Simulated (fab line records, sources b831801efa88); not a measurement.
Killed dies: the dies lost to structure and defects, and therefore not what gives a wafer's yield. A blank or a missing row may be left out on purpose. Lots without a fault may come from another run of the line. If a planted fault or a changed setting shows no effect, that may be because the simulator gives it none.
Matching of chambers + flow sky130 + cmp-01 running SKY_CONTACT_CMP_04: 4 sister chambers
The step polishes SiO2. 4 wafers are shown with their chamber, then 7 later ones without.

WAFERS, EACH WITH ITS CHAMBER
| wafer  | chamber | slurry flow ml min |
|--------|---------|--------------------|
| L138.3 | 2       | 150.2              |
| L141.3 | 3       | 149.1              |
| L141.6 | 1       | 149.7              |
| L142.5 | 0       | 150.0              |

WAFERS WITH NO CHAMBER GIVEN
| wafer  | slurry flow ml min |
|--------|--------------------|
| L142.6 | 150.0              |
| L144.1 | 149.8              |
| L144.3 | 150.5              |
| L144.4 | 150.5              |
| L146.3 | 149.7              |
| L146.5 | 150.9              |
| L146.6 | 149.5              |

WHICH CHAMBER EACH WENT THROUGH
| wafer  | from the rows above               | in truth |
|--------|-----------------------------------|----------|
| L142.6 | can't be placed: 0 or 2 or 1      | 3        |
| L144.1 | can't be placed: 1 or 0 or 2 or 3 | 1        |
| L144.3 | can't be placed: 2 or 0 or 1      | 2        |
| L144.4 | can't be placed: 2 or 0 or 1      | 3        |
| L146.3 | can't be placed: 1 or 0 or 2 or 3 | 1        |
| L146.5 | can't be placed: 2 or 0 or 1      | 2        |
| L146.6 | can't be placed: 1 or 3 or 0 or 2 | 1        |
Placed correctly: 0 of 7. Not placeable from these rows: 7 (in 5, the candidates include the true chamber). Number placed wrongly: 0.
How it was worked out, from the rows above alone: a wafer's distance from a chamber is the root of the sum, over the readings, of the square of ((its reading less the chamber's mean) divided by the reading's scatter). The wafer belongs to the nearest chamber; if the next one is less than 2 further off, it can't be placed. A chamber's mean is the mean of its shown wafers. The scatter: with one shown wafer a chamber, the root of the mean of the squares of how far each hidden wafer lies from its nearest shown one.
